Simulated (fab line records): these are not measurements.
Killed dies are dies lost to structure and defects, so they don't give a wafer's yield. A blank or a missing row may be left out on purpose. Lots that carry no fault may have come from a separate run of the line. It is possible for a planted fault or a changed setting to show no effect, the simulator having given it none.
Matching of chambers	flow gf180mcu	GF_CONTACT_CVD_00 on hdpcvd-01: 3 sister chambers
The step deposits SiO2, target thk 300 nm, time 50 s. 6 wafers are shown with their chamber, then 8 later ones without.

== EACH WAFER AND ITS CHAMBER ==
wafer	chamber	pressure mtorr (mTorr)
L369.5	2	6.012
L372.4	1	5.991
L373.3	2	6.015
L373.5	1	5.994
L373.6	0	5.989
L383.2	0	5.991

== WAFERS WITH NO CHAMBER GIVEN ==
wafer	pressure mtorr (mTorr)
L383.3	5.992
L383.6	6.005
L385.2	5.993
L385.3	6.001
L385.6	5.993
L384.4	5.991
L384.5	5.987
L384.6	5.990

== WHICH CHAMBER EACH ONE RAN IN ==
wafer	from the rows above	in truth
L383.3	can't be placed: 1 or 0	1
L383.6	2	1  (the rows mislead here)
L385.2	can't be placed: 1 or 0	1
L385.3	can't be placed: 1 or 0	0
L385.6	can't be placed: 1 or 0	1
L384.4	can't be placed: 0 or 1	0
L384.5	can't be placed: 0 or 1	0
L384.6	can't be placed: 0 or 1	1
0 of 8 placed correctly. These rows do not allow placing 7 (true chamber among the candidates in 7). Number placed wrongly: 1.
How it was worked out, from the rows above alone: a wafer's distance from a chamber is the root of the sum, over the readings, of the square of ((its reading less the chamber's mean) divided by the reading's scatter). The wafer belongs to the nearest chamber; if the next one is less than 2 further off, it can't be placed. The mean given for a chamber averages the wafers shown for that chamber. The scatter is the square root of a quotient: the sum, over the shown wafers, of each reading's squared deviation from its chamber's mean, divided by wafers minus chambers.
